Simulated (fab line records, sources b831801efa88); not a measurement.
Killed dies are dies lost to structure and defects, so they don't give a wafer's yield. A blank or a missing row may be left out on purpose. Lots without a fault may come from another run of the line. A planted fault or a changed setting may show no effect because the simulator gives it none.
A struck lot beside a sound one | flow sky130 | 23 steps out of a route of 708
Sound: wafers L503.1, L503.3, L503.6. Struck: wafers L520.1, L520.3, L520.5. The cause comes at the end.
At each step with rows: each side's tool, then ch and its chambers, then its first start. Under that, the readings that differ: sound wafers | struck wafers | difference of the means | sigmas: that difference in standard deviations of wafers without a fault.
alike: readings whose means differ by less than 2 such deviations, and words and numbers that are the same on both sides. not compared: withheld readings, readings that some wafer has no value for, bounds like >300 that may hide the same value, and numbers for which the record gives no deviation and whose values overlap.
The two part at a step that has a row with sigmas, a row that says differs or no value, or rows on one side only. Numbers that don't overlap but have no deviation are shown without sigmas and don't part them. A reading that every wafer of one side lacks parts them only if that side has two wafers or more.

SKY_LOCAL_INTERCONNECT_STRIP_15: strips in O2/N2.
  sound on plasma_asher-03 ch 0,1, day 32 06:20; struck on plasma_asher-01 ch 0,1, day 36 13:48
  alike: drypump_motor_current_A, oes_product_au, strip_time_to_endpoint_s
  not compared: rf_hours_counter_h
then, 3 steps without rows for these wafers: SKY_LOCAL_INTERCONNECT_STRIP_16 (strips in post etch residue remover, time 1200 s); SKY_LOCAL_INTERCONNECT_CLEAN_17 (cleans in IPA, time 180 s); SKY_LOCAL_INTERCONNECT_CLEAN_18 (cleans in O3/DIW).
SKY_CONTACT_CVD_00: deposits Si3N4, target thk 75 nm.
  sound on pecvd-03 ch 0,1,2, day 32 06:58; struck on pecvd-04 ch 1,2, day 36 14:24
  alike: heater_power_w, rf_fwd_power_W, susceptor_temp_C
SKY_CONTACT_THK_MEAS_01:
  sound on film_metro-03, day 32 07:00; struck on film_metro-02, day 36 14:27
  alike: CONTACT_CVD_00_THK
then, 1 step without rows for these wafers: SKY_CONTACT_HDPCVD_02 (deposits SiO2, target thk 565 nm, time 94.2 s).
SKY_CONTACT_THK_MEAS_03:
  sound on film_metro-04, day 32 07:08; struck on film_metro-04, day 36 14:34
  alike: CONTACT_HDPCVD_THK
SKY_CONTACT_CMP_04: polishes SiO2.
  sound on cmp-02 ch 1,2,3, day 32 07:11; struck on cmp-01 ch 0,1,2, day 36 14:38
  alike: motor_current_A, platen_rpm, time_to_endpoint_s
SKY_CONTACT_BOW_MEAS_05:
  sound on film_metro-03, day 32 07:29; struck on film_metro-04, day 36 14:56
  alike: CONTACT_BOW
then, 2 steps without rows for these wafers: SKY_CONTACT_DEHYDRATE_06 (time 60 s); SKY_CONTACT_HMDS_07 (prime time 60 s).
SKY_CONTACT_COAT_08: resist thk 60 nm.
  sound on litho_track-02 ch 0, day 32 20:40; struck on litho_track-01 ch 0, day 37 03:32
then, 5 steps without rows for these wafers: SKY_CONTACT_COAT_09 (resist thk 450 nm); SKY_CONTACT_SOFTBAKE_10 (time 90 s); SKY_CONTACT_EXPOSE_11 (exposes mask CTM1, target cd 170 nm); SKY_CONTACT_PEB_12; SKY_CONTACT_DEVELOP_13 (develop time 60 s).
SKY_CONTACT_CD_MEAS_14: target cd 170 nm.
  sound on cd_sem-02, day 33 09:58; struck on cd_sem-01, day 37 16:50
  alike: cd_nm
SKY_CONTACT_OVL_MEAS_15:
  sound on overlay-02, day 33 10:05; struck on overlay-01, day 37 16:57
  alike: CONTACT_OVL
SKY_CONTACT_ETCH_16: etches BARC in N2/H2, stops on SiO2, time 45.9 s, target depth 60 nm.
  sound on rie_diel-02 ch 0,1,2, day 33 10:07; struck on rie_diel-02 ch 0,3, day 37 16:59
  reading                  | sound             | struck            | difference | sigmas
  oes_product_au (a.u.)    | 0.856 0.857 0.847 | 0.877 0.877 0.876 | +0.023     | +5
  model.etch.depth_nm (nm) | 60.21 60.45 60.13 | 62.86 62.81 63.04 | +2.64      |
  alike: drypump_motor_current_A, h2_flow_sccm, rf_fwd_power_W, throttle_valve_pct
  not compared: rf_hours_counter_h
SKY_CONTACT_ETCH_17: etches SiO2 in C4F8/O2/Ar, stops on Si3N4, target depth 340 nm.
  sound on rie_diel-02 ch 0,1,2, day 33 10:10; struck on rie_diel-02 ch 0,3, day 37 17:02
  alike: oes_product_au, rf_fwd_power_W
SKY_PAD_OPEN_PROBE_99:
  the record has rows for the sound wafers here (prober-02, day 47 01:01) and none for the struck ones

WHERE THEY PART
First at SKY_CONTACT_ETCH_16; last, within this record, at SKY_PAD_OPEN_PROBE_99.

WHY: what the simulator had put in
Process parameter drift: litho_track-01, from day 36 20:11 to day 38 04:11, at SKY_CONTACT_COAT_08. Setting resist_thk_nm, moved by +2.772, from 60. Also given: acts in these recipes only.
